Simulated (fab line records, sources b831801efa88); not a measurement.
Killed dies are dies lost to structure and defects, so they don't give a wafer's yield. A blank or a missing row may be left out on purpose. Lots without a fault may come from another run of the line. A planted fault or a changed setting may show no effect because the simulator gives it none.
Problem report in the 8D (eight disciplines) form, filled by code | flow sky130 | the parts of the form that need people (team, actions taken, sign-off) are left out

1. THE PROBLEM
killed_at_front_end at SKY_PAD_OPEN_PROBE_99 reads a mean of 73 on 6 wafers of 2 lots; wafers without a fault read 16 with a standard deviation of 4.3. That is +13 standard deviations from the usual mean.
First seen on wafer L517.2, day 50 07:06, on prober-02. The record holds 6 wafers of 2 lots with a number at this step. Rule for "out", or "out of limits": more than 4 standard deviations from the usual mean. The other wafers with a number count as sound.

2. WHAT IT IS AND WHAT IT IS NOT
question                    | is                               | is not
which readings at this step | killed_at_front_end, killed_dies | killed_at_M0_to_M3, killed_at_M4_up, killed_at_contacts, killed_open
which lots                  | L517, L518                       | -
which wafers of those lots  | all that have a number           | -
read on which tools         | prober-01, prober-02             | -
when                        | from day 50 07:06                | up to then (0 sound wafers)

3. SUSPECTS, AND WHAT RULES EACH OUT
Counting: a tool at a process step up to the reading stays a suspect if it ran every lot that is out and no sound lot after the first of them.
- wet_bench-02 at SKY_SONOS_ONO_WET_ETCH_16 (etches SiO2 in dHF, target depth 14 nm, time 292.8 s): kept. It ran every lot that is out, first L517 (day 19 04:47), and no sound lot after that.
Left after counting: wet_bench-02 at SKY_SONOS_ONO_WET_ETCH_16.

4. THE CAUSE (what the simulator had put in)
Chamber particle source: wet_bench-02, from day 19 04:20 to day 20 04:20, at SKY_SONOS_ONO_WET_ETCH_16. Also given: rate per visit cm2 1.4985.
Counting left only this tool.

5. THE CHAIN OF EFFECTS, in route order
Each row: a reading whose mean over the struck wafers that have a number lies more than 3 standard deviations from the usual. Only readings for which the record gives a usual standard deviation are gone through. hours: the time from each lot's start at the first step in this table that gives one to its start at this step, as a median over the lots. sigmas: the change in usual standard deviations.
hours | step                  | reading             | usual | on struck wafers | change | sigmas
0     | SKY_PAD_OPEN_PROBE_99 | killed_at_front_end | 16    | 73               | +57    | +13
0     | SKY_PAD_OPEN_PROBE_99 | killed_dies         | 88    | 144              | +56    | +6.4
The process steps in it:
- SKY_PAD_OPEN_PROBE_99

6. WHAT WOULD HAVE CAUGHT IT SOONER
In this record the first reading out of limits was taken at day 50 07:06, 747 hours after the fault began at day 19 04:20.
All the lots that are out (2) had begun SKY_SONOS_ONO_WET_ETCH_16 on wet_bench-02 by day 50 07:06. A hold on the tool at that time would have spared none of them.
